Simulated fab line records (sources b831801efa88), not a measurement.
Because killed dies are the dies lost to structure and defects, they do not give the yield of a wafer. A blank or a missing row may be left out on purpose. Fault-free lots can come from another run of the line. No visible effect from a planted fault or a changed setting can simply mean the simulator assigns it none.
A struck lot beside a sound one || flow gf180mcu || 24 steps out of a route of 602
Sound: the wafers L112.3, L112.4, L112.5. Struck: wafers L131.3, L131.4 (left out: L131.6, a lot-mate that was not struck); the cause follows at the end.
Each step with rows lists, per side, the tool, then ch with its chambers, then its first start. Under that, the readings that differ: sound wafers || struck wafers || difference of the means || sigmas: that difference in standard deviations of wafers without a fault.
alike: readings with means less than 2 such deviations apart, plus words and numbers identical on both sides. not compared: withheld readings, readings lacking a value on some wafer, bounds such as >300 that could conceal the same value, and numbers that have no deviation in the record and whose values overlap.
The two part at a step that has a row with sigmas, a row that says differs or no value, or rows on one side only. Numbers that don't overlap but have no deviation are shown without sigmas and don't part them. Lack of a reading on every wafer of one side parts them only where that side has two or more wafers.

first, 2 steps without rows for these wafers: GF_DUAL_GATE_PEB_09; GF_DUAL_GATE_DEVELOP_10 (develop time 60 s).
GF_DUAL_GATE_OVL_MEAS_11:
  struck on overlay-02, day 14 02:19; sound on overlay-02, day 8 16:38
  alike: DUAL_GATE_OVL
then, 1 step without rows for these wafers: GF_DUAL_GATE_WET_ETCH_12 (etches SiO2 in dHF, target depth 13 nm, time 260 s).
GF_DUAL_GATE_STRIP_13: strips in O2/N2.
  sound on plasma_asher-04 ch 0,1, day 8 16:47; struck on plasma_asher-04 ch 0,1, day 14 02:28
  alike: chamber_pressure_mTorr, drypump_motor_current_A, heater_power_w, oes_product_au, strip_time_to_endpoint_s
  not compared: rf_hours_counter_h
then, 3 steps without rows for these wafers: GF_DUAL_GATE_CLEAN_14 (cleans in SC1/SC2, time 150 s); GF_DUAL_GATE_OXIDATION_15 (stabilise 600 s, purge 300 s, target thk 7.098 nm); GF_POLY_GATE_CVD_00 (deposits poly-Si, target thk 200 nm, time 1200 s).
GF_POLY_GATE_THK_MEAS_01:
  struck on film_metro-03, day 14 06:29; sound on film_metro-03, day 8 20:29
  alike: POLY_GATE_CVD_00_THK
then, 3 steps without rows for these wafers: GF_POLY_GATE_DEHYDRATE_02 (time 60 s); GF_POLY_GATE_HMDS_03 (prime time 60 s); GF_POLY_GATE_COAT_04.
GF_POLY_GATE_COAT_05: resist thk 700 nm.
  sound on litho_track-01 ch 0, day 9 05:00; struck on litho_track-02 ch 0, day 14 16:00
{"reading": "model.KrF_of_POLY_GATE_COAT_05.thk_nm (nm)", "sound": "699.8 698.7 700.1", "struck": "765.7 769.5", "difference": "+68.1", "sigmas": ""}
  alike: chill_plate_temp_C
then, 3 steps without rows for these wafers: GF_POLY_GATE_SOFTBAKE_06 (time 60 s); GF_POLY_GATE_EXPOSE_07 (exposes mask Poly2, target cd 280 nm); GF_POLY_GATE_PEB_08 (peb time 90 s).
GF_POLY_GATE_DEVELOP_09: develop time 60 s.
  sound on litho_track-02 ch 0, day 9 13:49; struck on litho_track-02 ch 0, day 15 03:19
{"reading": "model.KrF_of_POLY_GATE_COAT_05.thk_nm (nm)", "sound": "684.9 683.8 685.1", "struck": "750.7 754.6", "difference": "+68.1", "sigmas": ""}
  alike: chill_plate_temp_C, developer_temp_C
GF_POLY_GATE_CD_MEAS_10: the cd target is 280 nm.
  struck on cd_sem-01, day 15 03:27; sound on cd_sem-02, day 9 13:57
{"reading": "cd_nm (nm)", "sound": "280.8 281.0 279.9", "struck": "283.2 284.9", "difference": "+3.5", "sigmas": "+2"}
GF_POLY_GATE_OVL_MEAS_11:
  struck on overlay-02, day 15 03:32; sound on overlay-01, day 9 14:02
  alike: POLY_GATE_OVL
GF_POLY_GATE_ETCH_12: etches BARC in N2/H2.
  sound on rie_diel-04 ch 1,2,3, day 9 14:04; struck on rie_diel-04 ch 2,3, day 15 03:34
  alike: chamber_pressure_mTorr, drypump_motor_current_A, oes_product_au, rf_fwd_power_W, throttle_valve_pct
GF_POLY_GATE_ETCH_13: etches poly-Si in HBr/Cl2, stops on SiO2, target depth 198.5 nm, time 69.6 s.
  sound on rie_si-02 ch 1,3, day 9 14:07; struck on rie_si-02 ch 1,3, day 15 03:37
  alike: HBr_flow_sccm, chamber_pressure_mTorr, drypump_motor_current_A, mfc_cl2_sccm, oes_product_au, rf_fwd_power_W, throttle_valve_pct
  not compared: rf_hours_counter_h
GF_POLY_GATE_STRIP_14: strips in O2/N2.
  sound on plasma_asher-02 ch 0,1, day 9 14:13; struck on plasma_asher-04 ch 0,1, day 15 03:42
{"reading": "oes_product_au (a.u.)", "sound": "0.512 0.504 0.499", "struck": "0.536 0.535", "difference": "+0.031", "sigmas": "+6"}
  alike: chamber_pressure_mTorr, drypump_motor_current_A, heater_power_w
  not compared: rf_hours_counter_h
then, 2 steps without rows for these wafers: GF_POLY_GATE_CLEAN_15 (cleans in SC1/SC2, time 150 s); GF_PASSIVATION_PROBE_99.

== WHERE THEY PART ==
Earliest at GF_POLY_GATE_CD_MEAS_10; latest, in this record, at GF_POLY_GATE_STRIP_14.

WHY: the cause the simulator had injected
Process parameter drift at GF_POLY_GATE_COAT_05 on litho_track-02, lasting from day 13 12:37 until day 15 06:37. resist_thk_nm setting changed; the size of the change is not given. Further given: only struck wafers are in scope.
